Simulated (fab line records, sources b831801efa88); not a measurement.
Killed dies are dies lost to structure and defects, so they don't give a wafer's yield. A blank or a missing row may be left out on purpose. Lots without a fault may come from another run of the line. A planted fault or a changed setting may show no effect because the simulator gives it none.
Chamber matching | flow sky130 | SKY_FIELD_ISO_CMP_27 on cmp-02: 4 sister chambers
The step polishes, stops on Si3N4, t overpolish 16 s, target thk 457.8 nm. 4 wafers are shown with their chamber, then 7 later ones without.

WAFERS WITH THEIR CHAMBER
wafer  | chamber | motor_current_A (A)
L834.2 | 0       | 11.4
L834.4 | 2       | 12.2
L835.2 | 1       | 10.5
L835.3 | 3       | 13.3

WAFERS WITHOUT THEIR CHAMBER
wafer  | motor_current_A (A)
L835.6 | 12.7
L837.1 | 13.5
L837.2 | 10.6
L837.3 | 11.5
L838.2 | 12.2
L838.4 | 10.3
L838.5 | 10.2

WHICH CHAMBER EACH WENT THROUGH
wafer  | from the rows above     | in truth
L835.6 | can't be placed: 2 or 3 | 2
L837.1 | 3                       | 3
L837.2 | 1                       | 1
L837.3 | 0                       | 0
L838.2 | 2                       | 2
L838.4 | 1                       | 1
L838.5 | 1                       | 1
Placed correctly: 6 of 7. Can't be placed from these rows: 1 (the true chamber is among the candidates in 1). Placed wrongly: 0.
How it was worked out, from the rows above alone: a wafer's distance from a chamber is the root of the sum, over the readings, of the square of ((its reading less the chamber's mean) divided by the reading's scatter). The wafer belongs to the nearest chamber; if the next one is less than 2 further off, it can't be placed. A chamber's mean is the mean of its shown wafers. The scatter: with one shown wafer a chamber, the root of the mean of the squares of how far each hidden wafer lies from its nearest shown one.
